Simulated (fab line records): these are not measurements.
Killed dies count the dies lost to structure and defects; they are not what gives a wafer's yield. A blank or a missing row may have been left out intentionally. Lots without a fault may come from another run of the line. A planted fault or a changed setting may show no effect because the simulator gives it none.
One fault seen from 2 desks -- flow gf180mcu -- every desk sees just its own numbers, and what lay behind them comes last

## THE METROLOGY DESK
What the gauges read for every lot (on any tool): the sampled wafers with a number, averaged. If a lot's mean is further than 4 standard deviations from the usual mean, the lot is out of limits and carries the mark OUT (the distance appears in the brackets).
Columns: A = SALICIDE_TIN_THK at GF_SALICIDE_THK_MEAS_05, usual 19.8 nm
lot,first seen here,A
L735,day 14 23:16,20.0
L736,day 15 18:48,20.0
L738,day 16 01:12,19.8
L739,day 16 19:22,19.6
L741,day 17 07:25,19.7
L743,day 18 02:54,19.9
L744,day 18 14:06,20.0
L745,day 18 20:05,20.3
L746,day 19 05:41,19.2
L756,day 22 13:43,18.2 (-4.3) OUT
L757,day 22 21:20,19.6
L758,day 23 05:52,17.9 (-5.2) OUT
This desk's result: L756, L758 out of limits, first on L756 (SALICIDE_TIN_THK at GF_SALICIDE_THK_MEAS_05), day 22 13:43. Within limits: L735, L736, L738, L739, L741, L743, L744, L745, L746, L757.

## FOR THE TOOL OWNER'S DESK: pvdSputter-01
At GF_SALICIDE_SPUTTER_03 (material TiN, target thk 20 nm, time 16.7 s) the tool's own readings: per lot run on this tool, the mean of the sampled wafers that have a number. If a lot's mean is further than 4 standard deviations from the usual mean, the lot is out of limits and carries the mark OUT (the distance appears in the brackets).
Columns: A = cathodeDcPowerW at GF_SALICIDE_SPUTTER_03, usual 6499.9 W; B = throttleValvePct at GF_SALICIDE_SPUTTER_03, usual 29.8 %
lot,first seen here,A,B
L735,day 14 23:07,6499.9,29.4
L738,day 16 01:02,6500.4,28.6
L739,day 16 19:13,6499.2,29.1
L756,day 22 13:34,5844.2 (-99 or more) OUT,29.4
L758,day 23 05:43,5846.2 (-99 or more) OUT,29.2
This desk's finding: out of limits on L756, L758; first on L756, day 22 13:34 (cathodeDcPowerW at GF_SALICIDE_SPUTTER_03). Within limits: L735, L738, L739.

## BROUGHT TOGETHER
On L756, L758, at day 22 13:34, an alarm was possible from the tool owner's desk.
At day 22 13:43 the metrology desk could have sounded an alarm, on L756, L758.
GF_SALICIDE_SPUTTER_03 was run on pvdSputter-01 by each of the lots named.

## WHAT HAD BEEN PUT IN BY THE SIMULATOR
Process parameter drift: pvdSputter-01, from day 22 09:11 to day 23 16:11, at GF_SALICIDE_SPUTTER_03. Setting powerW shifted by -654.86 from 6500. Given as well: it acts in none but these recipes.
Struck lots among those shown: L756, L758.
Fault start to first reading out of limits, in hours, per desk: tool owner, 4; metrology, 5.
